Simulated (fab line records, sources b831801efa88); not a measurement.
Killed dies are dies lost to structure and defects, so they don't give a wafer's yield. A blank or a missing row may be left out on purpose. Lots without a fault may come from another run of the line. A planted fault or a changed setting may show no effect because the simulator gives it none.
fab line records | flow sky130
record lots=7 wafers=21 last_day=50
route steps=708 shown VIA2@509
lots that met no fault: from a run of the same line without faults
start_h: hours from the record's first day to the start of the lot's first wafer shown | wait_h: hours since the lot's step before | " the same as in the row above | L1.1+2: a row that stands for several wafers | - no value, or no start given | * or withheld: withheld | < > ~ a bound
route shown NAME@n: a module of which the file shows steps, and the number in the route of the first | usual: mean/standard deviation of fault-free wafers | same: alike in all rows | chamber/n: place in a boat | sites: the reading at each site | _std_site: their standard deviation | _edge_site: outer sites' mean less inner sites' | radius_mm: how far each site lies from the wafer's centre | mask NAME#n: copy n | behind: the tool/chamber that last shaped the wafer | hold: why the lot was held/for how many hours/how that ended | device: the transistor (n, p or np) that didn't switch | end of line: the same wafers' tests at the end of the route | a step without rows: its recipe alone | killed: dies lost to structure and defects at the first sort, not the wafer's yield | map: a wafer's dies, x killed, . not, _ none there
set.NAME: the setting as run; set.NAME@STEP: as run at that earlier step | model.NAME: the simulator's own value behind a step, which no gauge read
lots at some steps of the route; a table a step, a row a wafer
services: from which hour (start_h, from the record's first day; less than 0 if before it) a tool's chamber was out of use, for how many hours, and why
## steps
# step SKY_VIA2_CMP_02
# recipe material=SiO2 down_force_psi=4 platen_rpm=60 pad_velocity_m_s=0.94248
# usual motor_current_A=11.5/1.4 retaining_ring_pressure_frac=1.001/0.005
# columns lot.wafer tool chamber start_h wait_h motor_current_A retaining_ring_pressure_frac
L677.4 cmp-02 2 884.30 0.0 12.1 1.001
L677.2 " 1 " " 9.7 1.000
L677.5 " 2 " " 12.4 1.007
L678.1 cmp-01 3 887.29 0.3 11.0 1.007
L678.4 " 0 " " 9.7 1.002
L678.6 " 3 " " 10.8 1.004
L685.2 cmp-02 0 941.69 1.5 13.1 1.002
L685.4 " 1 " " 9.2 1.001
L685.5 " 0 " " 12.2 1.001
L686.1 cmp-02 2 948.48 0.3 11.7 0.999
L686.5 " 3 " " 12.7 0.999
L686.6 " 0 " " 12.8 0.994
L687.3 cmp-02 2 953.69 0.0 12.1 0.991
L687.4 " 0 " " 12.7 1.003
L687.5 " 2 " " 12.1 1.000
L691.2 cmp-01 1 994.77 0.1 11.7 0.998
L691.5 " 3 " " 10.5 0.994
L691.6 " 0 " " 9.8 0.994
L693.4 cmp-02 3 995.75 0.0 12.8 1.000
L693.3 " 2 " " 11.9 1.013
L693.5 " 3 " " 13.0 0.998
# step SKY_VIA2_BOW_MEAS_03
# recipe mode=bow
# usual VIA2_BOW=87/6.7
# columns lot.wafer tool chamber start_h wait_h VIA2_BOW[um]
L677.2 film_metro-04 - 884.62 0.1 85
L677.4 " - " " 84
L677.5 " - " " 95
L678.1 film_metro-03 - 887.54 0.2 85
L678.4 " - " " 83
L678.6 " - " " 79
L685.2 film_metro-04 - 942.01 0.3 92
L685.4 " - " " 75
L685.5 " - " " 96
L686.1 film_metro-02 - 948.63 0.1 86
L686.5 " - " " 80
L686.6 " - " " 83
L687.3 film_metro-02 - 954.03 0.3 85
L687.4 " - " " 85
L687.5 " - " " 85
L691.2 film_metro-04 - 994.99 0.2 91
L691.5 " - " " 82
L691.6 " - " " 93
L693.3 film_metro-04 - 996.09 0.1 90
L693.4 " - " " 94
L693.5 " - " " 88
# step SKY_VIA2_DEHYDRATE_04
# recipe temp_c=200 time_s=60
# step SKY_VIA2_HMDS_05
# recipe prime_time_s=60 prime_temp_c=120
# step SKY_VIA2_COAT_06
# recipe resist=BARC temp_c=withheld time_s=withheld spin_rpm=3000 resist_thk_nm=60
# step SKY_VIA2_COAT_07
# recipe resist=KrF-thick spin_rpm=3000 resist_thk_nm=450
# step SKY_VIA2_SOFTBAKE_08
# recipe temp_c=100 time_s=90 resist=KrF-thick
# step SKY_VIA2_EXPOSE_09
# recipe mask_id=VIM2 na=0.8 source_shape=annular sigma_inner=0.55 sigma_outer=0.85 target_cd_nm=200 dose_mj=38
# step SKY_VIA2_PEB_10
# recipe peb_temp_c=withheld peb_time_s=withheld resist=KrF-thick
# step SKY_VIA2_DEVELOP_11
# recipe develop_time_s=60 resist=KrF-thick dev_temp_c=21
# step SKY_VIA2_CD_MEAS_12
# recipe target_cd_nm=200
# usual cd_nm=199.9/1.5
# columns lot.wafer tool chamber start_h wait_h cd_nm
L677.2 cd_sem-02 - 910.73 - 197.9
L677.4 " - " " 198.9
L677.5 " - " " 198.3
L678.1 cd_sem-01 - 913.16 - 199.6
L678.4 " - " " 198.5
L678.6 " - " " 199.4
L685.2 cd_sem-01 - 966.94 - 199.4
L685.4 " - " " 199.9
L685.5 " - " " 200.3
L686.1 cd_sem-01 - 973.28 - 200.7
L686.5 " - " " 199.9
L686.6 " - " " 201.1
L687.3 cd_sem-01 - 977.91 - 197.0
L687.4 " - " " 198.7
L687.5 " - " " 198.3
L691.2 cd_sem-01 - 1018.13 - 199.8
L691.5 " - " " 198.6
L691.6 " - " " 198.0
L693.3 cd_sem-02 - 1019.75 - 200.2
L693.4 " - " " 199.4
L693.5 " - " " 199.8
# step SKY_VIA2_OVL_MEAS_13
# usual VIA2_OVL=0/5.4
# columns lot.wafer tool chamber start_h wait_h VIA2_OVL[nm]
L677.2 overlay-02 - 910.83 0.1 9
L677.4 " - " " 7
L677.5 " - " " 2
L678.1 overlay-01 - 913.28 0.1 -4
L678.4 " - " " 3
L678.6 " - " " -7
L685.2 overlay-01 - 967.04 0.1 1
L685.4 " - " " -2
L685.5 " - " " -5
L686.1 overlay-02 - 973.40 0.1 3
L686.5 " - " " 0
L686.6 " - " " -2
L687.3 overlay-01 - 978.00 0.1 4
L687.4 " - " " 6
L687.5 " - " " 5
L691.2 overlay-01 - 1018.23 0.1 -11
L691.5 " - " " -6
L691.6 " - " " -12
L693.3 overlay-02 - 1019.84 0.1 -2
L693.4 " - " " 1
L693.5 " - " " 3
# step SKY_VIA2_ETCH_14
# recipe chemistry=N2/H2 target=BARC ion_energy_ev=200 source_w=500 bias_w=100 pressure_mtorr=30 n2_flow_sccm=100 h2_flow_sccm=200 stop_on=SiO2 time_s=45.9 target_depth_a=600
# usual bias_w=100.01/0.3 chamber_pressure_mTorr=29.995/0.024 drypump_motor_current_A=5.9/0.46 h2_flow_sccm=200.1/0.64 oes_product_au=0.855/0.0048 throttle_valve_pct=13.224/0.0087
# columns lot.wafer tool chamber start_h wait_h bias_w chamber_pressure_mTorr drypump_motor_current_A h2_flow_sccm oes_product_au rf_hours_counter_h throttle_valve_pct model.KrF-thick_of_VIA2_COAT_07.thk_nm
L677.2 rie_diel-02 1 910.86 0.0 100.35 29.968 5.0 200.0 0.856 8 13.230 392.7
L677.4 " 0 " " 99.83 29.986 5.5 200.7 0.854 - 13.242 392.1
L677.5 " 2 " " 100.34 29.980 5.9 200.2 0.861 - 13.229 391.8
L678.1 rie_diel-04 2 913.31 0.0 100.22 29.963 6.2 199.8 0.853 4 13.225 393.6
L678.4 " 3 " " 100.61 29.979 6.3 201.0 0.858 10 13.227 393.1
L678.6 " 3 " " 100.32 30.013 6.3 199.8 0.850 - 13.228 393.6
L685.2 rie_diel-04 0 967.07 0.0 - - - - - - - 435.6
L685.4 " 1 " " - - - - - - - 436.3
L685.5 " 3 " " - - - - - - - 434.7
L686.1 rie_diel-04 3 973.44 0.0 - - - - - - - 434.7
L686.5 " 3 " " - - - - - - - 435
L686.6 " 2 " " - - - - - - - 435.7
L687.3 rie_diel-04 1 978.02 0.0 - - - - - - - 438.8
L687.4 " 0 " " - - - - - - - 437.7
L687.5 " 0 " " - - - - - - - 438.6
L691.2 rie_diel-02 1 1018.26 0.0 99.56 29.975 5.0 200.1 0.850 11 13.230 392.7
L691.5 " 0 " " 99.85 30.003 5.6 199.4 0.849 - 13.223 393
L691.6 " 3 " " 100.10 30.004 6.5 199.6 0.852 - 13.236 391.2
L693.3 rie_diel-02 1 1019.86 0.0 99.87 29.999 5.0 200.3 0.859 11 13.231 392.2
L693.4 " 3 " " 99.82 29.953 6.5 199.5 0.857 26 13.237 391.8
L693.5 " 1 " " 100.27 29.997 4.9 200.4 0.860 - 13.216 394.3
# step SKY_VIA2_ETCH_15
# recipe target=SiO2 chemistry=C4F8/O2/Ar target_depth_nm=546 stop_on=TiN mask_material=KrF-thick source_w=1500 bias_w=1200 pressure_mtorr=40 c4f8_flow_sccm=withheld O2_flow_sccm=6 Ar_flow_sccm=300 time_s=84
# usual bias_w=1200/3.8 chamber_pressure_mTorr=40.00/0.035 oes_product_au=0.940/0.0048
# columns lot.wafer tool chamber start_h wait_h bias_w chamber_pressure_mTorr oes_product_au rf_hours_counter_h model.KrF-thick_of_VIA2_COAT_07.thk_nm
L677.2 rie_diel-02 1 910.90 0.0 1193 39.99 0.948 8 284
L677.4 " 0 " " 1197 39.92 0.949 - 283.4
L677.5 " 2 " " 1196 39.94 0.947 - 283.2
L678.1 rie_diel-04 2 913.35 0.0 1202 39.93 0.947 4 282.4
L678.4 " 3 " " 1199 39.96 0.938 10 283
L678.6 " 3 " " 1193 39.98 0.936 - 283.5
L685.2 rie_diel-04 0 967.12 0.0 1199 40.05 0.372 15 326.8
L685.4 " 1 " " 1197 40.00 0.382 12 327
L685.5 " 3 " " 1195 39.96 0.377 - 325.4
L686.1 rie_diel-04 3 973.48 0.0 1210 39.95 0.376 12 323.8
L686.5 " 3 " " 1207 40.04 0.374 - 324.4
L686.6 " 2 " " 1197 40.00 0.376 - 324
L687.3 rie_diel-04 1 978.07 0.0 1201 40.00 0.364 13 328.3
L687.4 " 0 " " 1195 39.98 0.366 16 327.4
L687.5 " 0 " " 1193 40.02 0.374 - 329.5
L691.2 rie_diel-02 1 1018.30 0.0 1203 40.01 0.934 11 284.8
L691.5 " 0 " " 1198 40.08 0.940 - 284.6
L691.6 " 3 " " 1200 40.02 0.943 - 281
L693.3 rie_diel-02 1 1019.90 0.0 1206 40.01 0.941 11 282.8
L693.4 " 3 " " 1198 40.01 0.946 26 280.4
L693.5 " 1 " " 1205 40.03 0.935 - 285.4
# step SKY_VIA2_STRIP_16
# recipe chemistry=O2/N2 power_w=1400 pressure_mtorr=1500 platen_temp_c=withheld o2_flow_sccm=3000 n2_flow_sccm=300 overash_fraction=0.5
# usual drypump_motor_current_A=5.7/0.38 oes_product_au=0.397/0.0049 strip_time_to_endpoint_s=4.050/0.019
# columns lot.wafer tool chamber start_h wait_h drypump_motor_current_A oes_product_au rf_hours_counter_h strip_time_to_endpoint_s
L677.2 plasma_asher-03 1 910.97 0.0 6.0 0.399 113 4.050
L677.4 " 0 " " 5.4 0.395 - 4.040
L677.5 " 1 " " 5.9 0.389 - 4.042
L678.1 plasma_asher-03 0 913.42 0.0 5.4 0.405 113 4.039
L678.4 " 0 " " 5.4 0.389 - 4.042
L678.6 " 1 " " 6.0 0.397 - 4.036
L685.2 plasma_asher-03 0 967.18 0.0 5.5 0.416 119 4.512
L685.4 " 0 " " 5.5 0.417 - 4.502
L685.5 " 1 " " 6.0 0.409 - 4.491
L686.1 plasma_asher-02 0 973.54 0.0 6.0 0.410 82 4.471
L686.5 " 0 " " 6.0 0.420 - 4.475
L686.6 " 1 " " 4.9 0.419 - 4.493
L687.3 plasma_asher-03 0 978.16 0.1 5.5 0.422 - 4.499
L687.4 " 1 " " 5.9 0.425 - 4.516
L687.5 " 0 " " 5.5 0.424 - 4.534
L691.2 plasma_asher-01 0 1018.37 0.0 5.5 0.393 56 4.079
L691.5 " 0 " " 5.5 0.401 - 4.052
L691.6 " 1 " " 6.1 0.401 - 4.015
L693.3 plasma_asher-01 1 1020.00 0.1 6.1 0.405 - 4.033
L693.4 " 0 " " 5.5 0.396 - 4.026
L693.5 " 1 " " 6.2 0.395 - 4.080
# step SKY_VIA2_STRIP_17
# recipe chemistry=post_etch_residue_remover time_s=1200 temp_c=72.5
## services
# columns tool chamber start_h hours kind
cmp-01 - 867.42 0.6 repair
rie_diel-04 0 873.22 8.3 repair
cmp-01 - 873.67 0.9 repair
plasma_asher-02 - 875.73 13.8 pm
cmp-02 - 884.80 4.4 repair
rie_diel-02 - 895.45 4.0 repair
cmp-01 - 899.99 4.0 repair
rie_diel-02 3 905.67 5.3 repair
rie_diel-04 1 908.99 4.2 repair
cmp-01 - 910.37 1.9 repair
cmp-01 - 912.31 4.0 pm
cmp-01 - 916.31 - consumable_replace:conditioner
cmp-01 - 916.31 - consumable_replace:pad
cmp-01 - 931.19 12.7 pm
cmp-02 - 938.78 2.3 repair
rie_diel-04 3 938.93 5.9 repair
plasma_asher-01 - 960.67 23.7 repair
cmp-02 - 961.51 5.8 pm
rie_diel-04 - 984.74 0.6 repair
cmp-02 - 985.68 0.9 repair
rie_diel-04 3 988.19 14.5 repair
cmp-02 - 999.84 7.2 pm
cmp-02 - 1007.70 1.8 repair
plasma_asher-03 - 1014.58 14.6 pm
## key
first_sign step=SKY_VIA2_ETCH_14 reading=tool_record direction=missing
effect step=SKY_VIA2_ETCH_15 reading=oes_product_au direction=down sigmas=99+ usual=0.940 struck=0.373
effect step=SKY_VIA2_STRIP_16 reading=strip_time_to_endpoint_s direction=up sigmas=24 usual=* struck=*
model_effect step=SKY_VIA2_ETCH_14 value=KrF-thick_of_VIA2_COAT_07.thk_nm without=393 struck=436.3
model_effect step=SKY_VIA2_ETCH_15 value=KrF-thick_of_VIA2_COAT_07.thk_nm without=283 struck=326.3
met_at SKY_VIA2_ETCH_14
struck_wafers L685.2,L685.4,L685.5,L686.1,L686.5,L686.6,L687.3,L687.4,L687.5
later_rows_left_out L685.2,L685.4,L685.5,L686.1,L686.5,L686.6,L687.3,L687.4,L687.5
sort_left_out L685.2,L685.4,L685.5,L686.1,L686.5,L686.6,L687.3,L687.4,L687.5
onset_between 913.31 967.07
fault kind=skipped_step_whole tool=rie_diel-04 chamber=- onset_h=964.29 steps=SKY_VIA2_ETCH_14 scope=struck_lots_only
# sort_left_out: the simulated sort isn't trusted on such a fault, so these wafers' sort isn't shown, and their yield isn't known
# later_rows_left_out: the simulator's readings of these wafers behind a module that went badly wrong aren't trusted and aren't shown, but for the sort
